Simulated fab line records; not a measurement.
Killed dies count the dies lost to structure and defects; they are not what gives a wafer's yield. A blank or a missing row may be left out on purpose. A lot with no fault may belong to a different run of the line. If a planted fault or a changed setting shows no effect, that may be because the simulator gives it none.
fab line records    flow sky130
record lots=6  wafers=18  last-day=49
route steps=708 shown SD_P@326 RES_XHIGH@332 SD_N@342 PAD_OPEN@708
lots that met no fault: from a run of the same line without faults
start-h: hours from the record's first day to the start of the lot's first wafer shown    wait-h: hours elapsed since this lot's preceding step    " the same as in the row above    L1.1+2: several wafers, shown together as one row    - no value present, or no start provided    * or withheld: withheld    < > ~ a bound
route shown NAME@n: a module of which the file shows steps, and the number in the route of the first    usual: mean/standard deviation taken from wafers without a fault    same: alike in all rows    chamber/n: place in a boat    sites: per-site readings    _std_site: the values' standard deviation    _edge_site: outer sites' mean less inner sites'    radius-mm: for every site, how far away it sits from the centre of the wafer    mask NAME#n: copy n    behind: the last tool/chamber to shape the wafer    hold: cause of the lot's hold/its duration in hours/its outcome    device: the n, p or np transistor that did not switch    end of line: tests of these same wafers at the route's end    step lacking rows: just its recipe    killed: dies lost to structure and defects at the first sort, not the wafer's yield    map: the dies of a wafer, with x for killed, . for not killed, _ for no die there
set.NAME: setting as actually run; set.NAME@STEP: the setting as run at that earlier step    model.NAME: the simulator's own value behind a step, which no gauge read
lots at selected steps of the route; one table per step, one row per wafer
services: a tool's chamber out of use, with start hour (start-h, from the record's first day; less than 0 if before it), hours out, and reason
## steps
# step SKY_SD_P_DEVELOP_06
# recipe resist=NOVOLAK  developer=TMAH  develop-time-s=60  dev-temp-c=23
# step SKY_SD_P_CD_MEAS_07
# recipe target-cd-nm=380
# usual cd-nm=380.7/2.5
lot.wafer  tool       chamber  start-h  wait-h  cd-nm
L760.1     cd-sem-01  -        627.05   0.1     379.1
L760.2     "          -        "        "       377.0
L760.4     "          -        "        "       376.2
L761.2     cd-sem-01  -        635.97   0.1     379.3
L761.5     "          -        "        "       379.5
L761.6     "          -        "        "       377.4
L768.2     cd-sem-01  -        694.84   0.1     385.8
L768.4     "          -        "        "       386.2
L768.5     "          -        "        "       384.5
L769.2     cd-sem-02  -        704.09   0.1     384.9
L769.3     "          -        "        "       384.7
L769.6     "          -        "        "       384.0
L770.1     cd-sem-02  -        710.32   0.1     379.7
L770.3     "          -        "        "       379.0
L770.5     "          -        "        "       379.2
L771.1     cd-sem-01  -        715.11   0.1     380.3
L771.2     "          -        "        "       380.6
L771.3     "          -        "        "       382.2
# step SKY_SD_P_OVL_MEAS_08
# usual SD_P_OVL=0.3/1.5
lot.wafer  tool        chamber  start-h  wait-h  SD_P_OVL[nm]
L760.1     overlay-01  -        627.17   0.1     -1.2
L760.2     "           -        "        "       0.0
L760.4     "           -        "        "       -0.7
L761.2     overlay-01  -        636.07   0.1     -0.1
L761.5     "           -        "        "       -1.0
L761.6     "           -        "        "       -2.0
L768.2     overlay-01  -        694.95   0.1     0.1
L768.4     "           -        "        "       -0.9
L768.5     "           -        "        "       -0.4
L769.2     overlay-02  -        704.20   0.1     1.0
L769.3     "           -        "        "       0.7
L769.6     "           -        "        "       -2.2
L770.1     overlay-01  -        710.44   0.1     1.2
L770.3     "           -        "        "       1.2
L770.5     "           -        "        "       1.3
L771.1     overlay-01  -        715.23   0.1     -0.4
L771.2     "           -        "        "       0.1
L771.3     "           -        "        "       0.0
# step SKY_SD_P_IMPLANT_09
# recipe species=BF2  energy-kev=20  dose-cm2=3e+15  tilt-deg=0
# step SKY_SD_P_STRIP_10
# recipe chemistry=O2/N2  power-w=1400  pressure-mtorr=1500  platen-temp-c=withheld  o2-flow-sccm=3000  n2-flow-sccm=300  overash-fraction=0.5
# usual drypump-motor-current-A=5.7/0.32  oes-product-au=0.617/0.0043  strip-time-to-endpoint-s=17.49/0.037
lot.wafer  tool             chamber  start-h  wait-h  drypump-motor-current-A  oes-product-au  rf-hours-counter-h  strip-time-to-endpoint-s
L760.1     plasma-asher-04  1        627.35   0.1     5.1                      0.611           20                  17.48
L760.2     "                0        "        "       5.7                      0.618           20                  17.47
L760.4     "                0        "        "       5.7                      0.621           -                   17.49
L761.2     plasma-asher-04  0        636.25   0.1     5.7                      0.618           21                  17.49
L761.5     "                0        "        "       5.7                      0.622           -                   17.48
L761.6     "                1        "        "       5.0                      0.612           -                   17.49
L768.2     plasma-asher-01  0        695.13   0.1     5.9                      0.613           57                  17.45
L768.4     "                0        "        "       5.9                      0.622           -                   17.46
L768.5     "                1        "        "       5.8                      0.615           -                   17.41
L769.2     plasma-asher-01  1        704.38   0.1     5.8                      0.617           58                  17.42
L769.3     "                1        "        "       5.8                      0.618           -                   17.42
L769.6     "                1        "        "       5.8                      0.621           -                   17.45
L770.1     plasma-asher-01  0        710.63   0.1     5.9                      0.615           59                  17.53
L770.3     "                0        "        "       5.9                      0.629           -                   17.53
L770.5     "                1        "        "       5.8                      0.622           -                   17.56
L771.1     plasma-asher-01  0        715.41   0.1     5.9                      0.615           60                  17.56
L771.2     "                1        "        "       5.8                      0.613           60                  17.50
L771.3     "                0        "        "       5.9                      0.616           -                   17.48
# step SKY_SD_P_TW_MEAS_11
# usual SD_P_TW=2845/16
lot.wafer  tool           chamber  start-h  wait-h  SD_P_TW
L760.1     film-metro-04  -        627.45   0.1     2867
L760.2     "              -        "        "       2856
L760.4     "              -        "        "       2850
L761.2     film-metro-01  -        636.36   0.1     2855
L761.5     "              -        "        "       2841
L761.6     "              -        "        "       2847
L768.2     film-metro-03  -        695.24   0.1     2845
L768.4     "              -        "        "       2860
L768.5     "              -        "        "       2848
L769.2     film-metro-04  -        704.49   0.1     2867
L769.3     "              -        "        "       2852
L769.6     "              -        "        "       2873
L770.1     film-metro-03  -        710.73   0.1     2854
L770.3     "              -        "        "       2845
L770.5     "              -        "        "       2854
L771.1     film-metro-01  -        715.51   0.1     2835
L771.2     "              -        "        "       2837
L771.3     "              -        "        "       2840
# step SKY_RES_XHIGH_DEHYDRATE_00
# recipe temp-c=200  time-s=60
# step SKY_RES_XHIGH_HMDS_01
# recipe prime-time-s=60  prime-temp-c=120
# step SKY_RES_XHIGH_COAT_02
# recipe resist=NOVOLAK  spin-rpm=3000  resist-thk-nm=1140
# step SKY_RES_XHIGH_SOFTBAKE_03
# recipe temp-c=90  time-s=60  resist=NOVOLAK
# step SKY_RES_XHIGH_EXPOSE_04
# recipe mask-id=URPM  na=0.6  source-shape=conventional  sigma-outer=0.6  polarization=unpolarized  target-cd-nm=1270  dose-mj=140
# step SKY_RES_XHIGH_PEB_05
# recipe temp-c=withheld  time-s=*  resist=NOVOLAK
# step SKY_RES_XHIGH_DEVELOP_06
# recipe resist=NOVOLAK  developer=TMAH  develop-time-s=60  dev-temp-c=23
lot.wafer   tool            chamber  start-h  wait-h
L760.1+2+4  litho-track-02  0        654.52   0.1
L761.2+5+6  litho-track-03  0        664.18   0.1
L768.2+4+5  litho-track-04  0        722.52   0.1
L769.2+3+6  litho-track-03  0        731.63   0.1
L770.1+3+5  litho-track-03  0        738.26   0.1
L771.1+2+3  litho-track-04  0        742.75   0.1
# step SKY_RES_XHIGH_IMPLANT_07
# recipe species=BF2  energy-kev=20  dose-cm2=3.6e+14  tilt-deg=0
# step SKY_RES_XHIGH_STRIP_08
# recipe chemistry=O2/N2  power-w=1400  pressure-mtorr=1500  platen-temp-c=withheld  o2-flow-sccm=3000  n2-flow-sccm=300  overash-fraction=0.5
# usual drypump-motor-current-A=5.87/0.091  oes-product-au=0.711/0.0046  strip-time-to-endpoint-s=14.27/0.037
lot.wafer  tool             chamber  start-h  wait-h  drypump-motor-current-A  oes-product-au  rf-hours-counter-h  strip-time-to-endpoint-s
L760.1     plasma-asher-01  1        654.82   0.1     5.81                     0.712           53                  14.29
L760.2     "                0        "        "       5.88                     0.711           53                  14.29
L760.4     "                1        "        "       5.79                     0.710           -                   14.28
L761.2     plasma-asher-03  1        664.46   0.1     5.85                     0.707           97                  14.29
L761.5     "                0        "        "       5.99                     0.716           -                   14.29
L761.6     "                1        "        "       5.85                     0.710           -                   14.28
L768.2     plasma-asher-01  0        722.80   0.1     5.86                     0.711           60                  14.22
L768.4     "                0        "        "       5.88                     0.708           -                   14.23
L768.5     "                1        "        "       5.78                     0.716           -                   14.22
L769.2     plasma-asher-01  1        731.91   0.1     5.81                     0.715           61                  14.22
L769.3     "                0        "        "       5.86                     0.715           -                   14.26
L769.6     "                0        "        "       5.89                     0.705           -                   14.23
L770.1     plasma-asher-01  1        738.56   0.1     5.81                     0.713           62                  14.23
L770.3     "                0        "        "       5.88                     0.709           -                   14.21
L770.5     "                0        "        "       5.86                     0.709           -                   14.18
L771.1     plasma-asher-01  1        743.05   0.1     5.84                     0.703           63                  14.20
L771.2     "                0        "        "       5.89                     0.710           63                  14.25
L771.3     "                0        "        "       5.84                     0.717           -                   14.19
# step SKY_RES_XHIGH_TW_MEAS_09
# usual RES_XHIGH_TW=1649/9.5
lot.wafer  tool           chamber  start-h  wait-h  RES_XHIGH_TW
L760.1     film-metro-01  -        654.92   0.1     1637
L760.2     "              -        "        "       1638
L760.4     "              -        "        "       1628
L761.2     film-metro-01  -        664.57   0.1     1632
L761.5     "              -        "        "       1643
L761.6     "              -        "        "       1634
L768.2     film-metro-04  -        722.91   0.1     1656
L768.4     "              -        "        "       1662
L768.5     "              -        "        "       1648
L769.2     film-metro-01  -        732.02   0.1     30
L769.3     "              -        "        "       30
L769.6     "              -        "        "       30
L770.1     film-metro-04  -        738.66   0.1     30
L770.3     "              -        "        "       30
L770.5     "              -        "        "       30
L771.1     film-metro-01  -        743.15   0.1     1624
L771.2     "              -        "        "       1640
L771.3     "              -        "        "       1629
# step SKY_SD_N_DEHYDRATE_00
# recipe temp-c=200  time-s=60
# step SKY_PAD_OPEN_PROBE_99
# usual killed_at_M0_to_M3=41/6.2  killed_at_M4_up=3.0/1.7  killed-at-contacts=25/5.8  killed-at-front-end=16/4.5  killed-at-other=0.2/0.42  killed-dies=85/8.4  killed-on-rim=17/4.1  killed-open=46/5.9  killed-short=39/6.3
# same gross-dies=492  killed-at-back-side=0
lot.wafer  tool       chamber  start-h  wait-h  killed_at_M0_to_M3  killed_at_M4_up  killed-at-contacts  killed-at-front-end  killed-at-other  killed-dies  killed-on-rim  killed-open  killed-short  model.etest.res-xhigh-po.open
L760.1     prober-02  -        1104.27  0.1     44                  8                27                  13                   0                92           23             47           45            0
L760.2     prober-02  -        1104.32  0.1     45                  3                25                  11                   0                84           19             53           31            0
L760.4     prober-02  -        1104.42  0.2     37                  4                30                  5                    0                76           16             40           36            0
L761.2     prober-01  -        1111.35  0.1     35                  2                29                  26                   0                92           13             51           41            0
L761.5     prober-01  -        1111.50  0.2     54                  6                20                  10                   0                90           18             48           42            0
L761.6     prober-01  -        1111.55  0.2     39                  3                27                  18                   0                87           26             50           37            0
L768.2     prober-02  -        1152.16  0.1     34                  3                34                  21                   1                93           17             47           43            0
L768.4     prober-02  -        1152.26  0.2     38                  2                31                  21                   1                93           22             56           35            0
L768.5     prober-02  -        1152.31  0.2     39                  3                24                  13                   1                80           10             42           38            0
L769.2     prober-01  -        1159.91  0.1     38                  2                20                  14                   418              492          96             45           28            1
L769.3     prober-01  -        1159.96  0.2     32                  5                32                  18                   405              492          96             52           35            1
L769.6     prober-01  -        1160.11  0.2     51                  1                28                  14                   398              492          96             48           46            1
L770.1     prober-02  -        1161.81  0.1     42                  7                18                  19                   406              492          96             40           46            1
L770.3     prober-02  -        1161.91  0.2     50                  1                17                  9                    415              492          96             47           31            1
L770.5     prober-02  -        1162.01  0.2     36                  2                30                  14                   410              492          96             43           39            1
L771.1     prober-01  -        1165.92  0.1     44                  5                24                  10                   0                83           17             49           34            0
L771.2     prober-01  -        1165.97  0.1     36                  4                22                  16                   0                78           16             42           36            0
L771.3     prober-01  -        1166.02  0.2     52                  1                24                  15                   0                92           18             46           46            0
# killed by level:class
L760.1 CONTACT:geometric-particle:open=11 VIA1:geometric-particle:short=11 VIA1:geometric-particle:open=11 CONTACT:geometric-particle:short=8 VIA2:geometric-particle:open=7 METAL4:geometric-particle:short=6 FIELD_ISO:geometric-particle:open=3 FIELD_ISO:geometric-particle:short=3
L760.2 VIA1:geometric-particle:open=15 CONTACT:geometric-particle:open=10 VIA2:geometric-particle:open=8 LI_CONTACT:geometric-particle:open=7 METAL2:geometric-particle:short=5 CONTACT:geometric-particle:short=4 VIA1:geometric-particle:short=4 VIA3:geometric-particle:open=4
L760.4 LI_CONTACT:geometric-particle:open=10 VIA1:geometric-particle:open=10 CONTACT:geometric-particle:short=9 METAL1:geometric-particle:short=7 VIA2:geometric-particle:open=6 CONTACT:geometric-particle:open=5 VIA1:geometric-particle:short=5 LI_CONTACT:geometric-particle:short=4
L761.2 VIA1:geometric-particle:open=10 CONTACT:geometric-particle:open=9 FIELD_ISO:geometric-particle:short=6 SPACER:geometric-particle:open=6 CONTACT:geometric-particle:short=6 VIA2:geometric-particle:open=6 FIELD_ISO:geometric-particle:open=5 LI_CONTACT:geometric-particle:open=5
L761.5 CONTACT:geometric-particle:open=11 VIA1:geometric-particle:open=10 VIA2:geometric-particle:open=7 VIA3:geometric-particle:open=7 VIA3:geometric-particle:short=6 CONTACT:geometric-particle:short=5 VIA1:geometric-particle:short=5 POLY_GATE:geometric-particle:short=4
L761.6 VIA1:geometric-particle:open=10 VIA2:geometric-particle:open=8 CONTACT:geometric-particle:open=7 LI_CONTACT:geometric-particle:open=7 FIELD_ISO:geometric-particle:open=6 POLY_GATE:geometric-particle:short=5 LOCAL_INTERCONNECT:geometric-particle:short=5 VIA3:geometric-particle:open=5
L768.2 LI_CONTACT:geometric-particle:open=11 CONTACT:geometric-particle:open=8 METAL2:geometric-particle:short=7 VIA1:geometric-particle:open=7 FIELD_ISO:geometric-particle:short=6 LI_CONTACT:geometric-particle:short=6 CONTACT:geometric-particle:short=5 VIA2:geometric-particle:open=5
L768.4 CONTACT:geometric-particle:open=15 VIA1:geometric-particle:open=12 VIA2:geometric-particle:open=9 LI_CONTACT:geometric-particle:open=8 FIELD_ISO:geometric-particle:short=5 FIELD_ISO:geometric-particle:open=4 METAL2:geometric-particle:short=4 POLY_GATE:geometric-particle:open=3
L768.5 CONTACT:geometric-particle:open=9 VIA3:geometric-particle:open=7 LI_CONTACT:geometric-particle:open=7 VIA1:geometric-particle:short=6 METAL2:geometric-particle:short=6 VIA1:geometric-particle:open=5 CONTACT:geometric-particle:short=4 VIA2:geometric-particle:open=4
L769.2 RES_XHIGH:area-develop=418 VIA1:geometric-particle:open=8 LI_CONTACT:geometric-particle:open=7 CONTACT:geometric-particle:open=7 VIA3:geometric-particle:open=6 VIA2:geometric-particle:open=5 FIELD_ISO:geometric-particle:open=4 FIELD_ISO:geometric-particle:short=4
L769.3 RES_XHIGH:area-develop=404 CONTACT:geometric-particle:open=12 LI_CONTACT:geometric-particle:open=9 VIA1:geometric-particle:open=7 VIA3:geometric-particle:open=6 CONTACT:geometric-particle:short=5 METAL1:geometric-particle:short=5 METAL4:geometric-particle:short=5
L769.6 RES_XHIGH:area-develop=398 LI_CONTACT:geometric-particle:open=12 VIA1:geometric-particle:open=10 METAL2:geometric-particle:short=8 METAL3:geometric-particle:short=8 CONTACT:geometric-particle:open=7 METAL1:geometric-particle:short=6 LOCAL_INTERCONNECT:geometric-particle:short=5
L770.1 RES_XHIGH:area-develop=406 VIA1:geometric-particle:short=11 VIA1:geometric-particle:open=9 POLY_GATE:geometric-particle:short=8 CONTACT:geometric-particle:open=8 METAL2:geometric-particle:short=7 LI_CONTACT:geometric-particle:open=5 METAL4:geometric-particle:short=5
L770.3 RES_XHIGH:area-develop=414 VIA1:geometric-particle:open=16 VIA2:geometric-particle:open=7 METAL2:geometric-particle:short=6 LI_CONTACT:geometric-particle:open=6 VIA3:geometric-particle:open=6 CONTACT:geometric-particle:open=5 POLY_GATE:geometric-particle:short=4
L770.5 RES_XHIGH:area-develop=410 VIA1:geometric-particle:open=11 CONTACT:geometric-particle:open=10 LI_CONTACT:geometric-particle:open=6 LI_CONTACT:geometric-particle:short=5 VIA3:geometric-particle:open=5 LOCAL_INTERCONNECT:geometric-particle:short=4 CONTACT:geometric-particle:short=4
L771.1 VIA1:geometric-particle:open=13 CONTACT:geometric-particle:open=8 CONTACT:geometric-particle:short=7 FIELD_ISO:geometric-particle:open=6 METAL3:geometric-particle:short=6 LI_CONTACT:geometric-particle:open=5 METAL1:geometric-particle:open=4 VIA2:geometric-particle:open=4
L771.2 VIA1:geometric-particle:open=10 METAL1:geometric-particle:short=9 LI_CONTACT:geometric-particle:open=8 VIA3:geometric-particle:open=6 FIELD_ISO:geometric-particle:open=5 CONTACT:geometric-particle:open=5 FIELD_ISO:geometric-particle:short=4 LI_CONTACT:geometric-particle:short=4
L771.3 VIA1:geometric-particle:open=14 CONTACT:geometric-particle:open=12 METAL1:geometric-particle:short=9 METAL2:geometric-particle:short=6 VIA2:geometric-particle:short=6 POLY_GATE:geometric-particle:short=5 CONTACT:geometric-particle:short=5 VIA1:geometric-particle:short=5
# map L769.2 (x killed, . not)
__________xxxxxxxxxx_________
________xxxxxxxxxxxxxx_______
______xxxxxxxxxxxxxxxxxx_____
_____xxxxxxxxxxxxxxxxxxxx____
____xxxxxxxxxxxxxxxxxxxxxx___
___xxxxxxxxxxxxxxxxxxxxxxxx__
__xxxxxxxxxxxxxxxxxxxxxxxxxx_
_xxxxxxxxxxxxxxxxxxxxxxxxxxxx
_xxxxxxxxxxxxxxxxxxxxxxxxxxxx
_xxxxxxxxxxxxxxxxxxxxxxxxxxxx
_xxxxxxxxxxxxxxxxxxxxxxxxxxxx
_xxxxxxxxxxxxxxxxxxxxxxxxxxxx
_xxxxxxxxxxxxxxxxxxxxxxxxxxxx
_xxxxxxxxxxxxxxxxxxxxxxxxxxxx
_xxxxxxxxxxxxxxxxxxxxxxxxxxxx
__xxxxxxxxxxxxxxxxxxxxxxxxxx_
___xxxxxxxxxxxxxxxxxxxxxxxx__
____xxxxxxxxxxxxxxxxxxxxxx___
_____xxxxxxxxxxxxxxxxxxxx____
______xxxxxxxxxxxxxxxxxx_____
________xxxxxxxxxxxxxx_______
__________xxxxxxxxxx_________
# map L770.1 (x killed, . not)
__________xxxxxxxxxx_________
________xxxxxxxxxxxxxx_______
______xxxxxxxxxxxxxxxxxx_____
_____xxxxxxxxxxxxxxxxxxxx____
____xxxxxxxxxxxxxxxxxxxxxx___
___xxxxxxxxxxxxxxxxxxxxxxxx__
__xxxxxxxxxxxxxxxxxxxxxxxxxx_
_xxxxxxxxxxxxxxxxxxxxxxxxxxxx
_xxxxxxxxxxxxxxxxxxxxxxxxxxxx
_xxxxxxxxxxxxxxxxxxxxxxxxxxxx
_xxxxxxxxxxxxxxxxxxxxxxxxxxxx
_xxxxxxxxxxxxxxxxxxxxxxxxxxxx
_xxxxxxxxxxxxxxxxxxxxxxxxxxxx
_xxxxxxxxxxxxxxxxxxxxxxxxxxxx
_xxxxxxxxxxxxxxxxxxxxxxxxxxxx
__xxxxxxxxxxxxxxxxxxxxxxxxxx_
___xxxxxxxxxxxxxxxxxxxxxxxx__
____xxxxxxxxxxxxxxxxxxxxxx___
_____xxxxxxxxxxxxxxxxxxxx____
______xxxxxxxxxxxxxxxxxx_____
________xxxxxxxxxxxxxx_______
__________xxxxxxxxxx_________
## services
tool             chamber  start-h  hours  kind
plasma-asher-01  -        626.76   2.8    pm
plasma-asher-01  -        647.84   2.0    repair
plasma-asher-01  -        684.47   0.5    repair
plasma-asher-03  -        712.77   6.4    repair
plasma-asher-03  -        733.75   9.0    pm
plasma-asher-03  0        733.75   9.0    vent-cycle
plasma-asher-03  1        733.75   9.0    vent-cycle
plasma-asher-03  0        742.75   -      clean
plasma-asher-03  1        742.75   -      clean
## key
first-sign step=SKY_RES_XHIGH_TW_MEAS_09  reading=RES_XHIGH_TW  direction=down  sigmas=99+  usual=1649  struck=30
effect step=SKY_PAD_OPEN_PROBE_99  reading=killed-at-other  direction=up  sigmas=99+  usual=0.2  struck=408.7
model-effect step=SKY_PAD_OPEN_PROBE_99  value=etest.res-xhigh-po.open  without=0  struck=1
more-kills-born-at SKY_RES_XHIGH_DEVELOP_06@litho-track-03=2450
met-at SKY_RES_XHIGH_DEVELOP_06
struck-wafers L769.2,L769.3,L769.6,L770.1,L770.3,L770.5
tester-left-out L769,L770
onset-between 664.18 731.63
fault kind=process-parameter-drift  tool=litho-track-03  chamber=-  onset-h=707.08  steps=SKY_RES_XHIGH_DEVELOP_06  channel=develop-time-s  offset=*  shape=step  end-h=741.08  acts-in=*  stated=*
# tester-left-out: of these lots the tester's yield and bins aren't shown, on N5 and GAA mostly nor the transistor test; their killed dies are dies lost to structure and defects alone, not to doping, threshold or leakage, so they don't give the yield
